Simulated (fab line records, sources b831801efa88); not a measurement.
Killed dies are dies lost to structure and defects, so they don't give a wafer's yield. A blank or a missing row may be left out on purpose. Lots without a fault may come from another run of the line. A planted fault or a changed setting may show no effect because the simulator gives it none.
A struck lot beside a sound one | flow sky130 | 28 steps out of a route of 708
Sound: wafers L301.2, L301.4, L301.5. Struck: wafers L307.1, L307.2, L307.5. The cause comes at the end.
At each step with rows: each side's tool, then ch and its chambers, then its first start. Under that, the readings that differ: sound wafers | struck wafers | difference of the means | sigmas: that difference in standard deviations of wafers without a fault.
alike: readings whose means differ by less than 2 such deviations, and words and numbers that are the same on both sides. not compared: withheld readings, readings that some wafer has no value for, bounds like >300 that may hide the same value, and numbers for which the record gives no deviation and whose values overlap.
The two part at a step that has a row with sigmas, a row that says differs or no value, or rows on one side only. Numbers that don't overlap but have no deviation are shown without sigmas and don't part them. A reading that every wafer of one side lacks parts them only if that side has two wafers or more.

SKY_SD_P_OVL_MEAS_08:
  sound on overlay-01, day 28 00:08; struck on overlay-01, day 30 04:20
  alike: SD_P_OVL
then, 1 step without rows for these wafers: SKY_SD_P_IMPLANT_09.
SKY_SD_P_STRIP_10: strips in O2/N2.
  sound on plasma_asher-03 ch 0, day 28 00:19; struck on plasma_asher-01 ch 0,1, day 30 04:31
  alike: chamber_pressure_mTorr, drypump_motor_current_A, oes_product_au, strip_time_to_endpoint_s
  not compared: rf_hours_counter_h
SKY_SD_P_TW_MEAS_11:
  sound on film_metro-04, day 28 00:25; struck on film_metro-01, day 30 04:37
  alike: SD_P_TW
then, 8 steps without rows for these wafers: SKY_RES_XHIGH_DEHYDRATE_00 (time 60 s); SKY_RES_XHIGH_HMDS_01 (prime time 60 s); SKY_RES_XHIGH_COAT_02 (resist thk 1140 nm); SKY_RES_XHIGH_SOFTBAKE_03 (time 60 s); SKY_RES_XHIGH_EXPOSE_04 (exposes mask URPM, target cd 1270 nm); SKY_RES_XHIGH_PEB_05; SKY_RES_XHIGH_DEVELOP_06 (develop time 60 s); SKY_RES_XHIGH_IMPLANT_07.
SKY_RES_XHIGH_STRIP_08: strips in O2/N2.
  sound on plasma_asher-03 ch 0,1, day 29 04:55; struck on plasma_asher-02 ch 0,1, day 31 07:40
  no value came back on the struck wafers for chamber_pressure_mTorr (mTorr), drypump_motor_current_A (A), oes_product_au (a.u.), strip_time_to_endpoint_s (s); on the sound wafers chamber_pressure_mTorr (mTorr) reads 1498.1 1501.9 1501.9
  reading                                        | sound | struck         | difference | sigmas
  model.NOVOLAK_of_RES_XHIGH_COAT_02.thk_nm (nm) | 0 0 0 | 1141 1143 1140 | +1141      |
  not compared: rf_hours_counter_h
SKY_RES_XHIGH_TW_MEAS_09:
  sound on film_metro-02, day 29 05:01; struck on film_metro-04, day 31 07:49
  alike: RES_XHIGH_TW
then, 7 steps without rows for these wafers: SKY_SD_N_DEHYDRATE_00 (time 60 s); SKY_SD_N_HMDS_01 (prime time 60 s); SKY_SD_N_COAT_02 (resist thk 1140 nm); SKY_SD_N_SOFTBAKE_03 (time 60 s); SKY_SD_N_EXPOSE_04 (exposes mask NSDM, target cd 380 nm); SKY_SD_N_PEB_05; SKY_SD_N_DEVELOP_06 (develop time 60 s).
SKY_SD_N_CD_MEAS_07: target cd 380 nm.
  sound on cd_sem-02, day 30 09:35; struck on cd_sem-02, day 32 10:16
  reading    | sound       | struck      | difference | sigmas
  cd_nm (nm) | 377 376 377 | 382 382 384 | +6         | +2
SKY_SD_N_OVL_MEAS_08:
  sound on overlay-02, day 30 09:42; struck on overlay-02, day 32 10:23
  alike: SD_N_OVL
then, 2 steps without rows for these wafers: SKY_SD_N_IMPLANT_09; SKY_SD_N_IMPLANT_10.
SKY_SD_N_STRIP_11: strips in O2/N2.
  sound on plasma_asher-04 ch 0,1, day 30 10:02; struck on plasma_asher-02 ch 0,1, day 32 10:44
  reading                      | sound             | struck            | difference | sigmas
  oes_product_au (a.u.)        | 0.530 0.530 0.528 | 0.617 0.612 0.617 | +0.086     | +22
  strip_time_to_endpoint_s (s) | 22.55 22.55 22.54 | 39.54 39.52 39.52 | +16.98     | +99 or more
  alike: chamber_pressure_mTorr, drypump_motor_current_A
  not compared: rf_hours_counter_h
SKY_SD_N_TW_MEAS_12:
  sound on film_metro-02, day 30 10:08; struck on film_metro-01, day 32 10:50
  reading | sound          | struck   | difference | sigmas
  SD_N_TW | 4084 4056 4051 | 30 30 30 | -4034      | -99 or more
then, 1 step without rows for these wafers: SKY_SD_N_CLEAN_13 (cleans in SC1/SC2, time 150 s).

WHERE THEY PART
First at SKY_RES_XHIGH_STRIP_08; last, within this record, at SKY_SD_N_TW_MEAS_12.

WHY: what the simulator had put in
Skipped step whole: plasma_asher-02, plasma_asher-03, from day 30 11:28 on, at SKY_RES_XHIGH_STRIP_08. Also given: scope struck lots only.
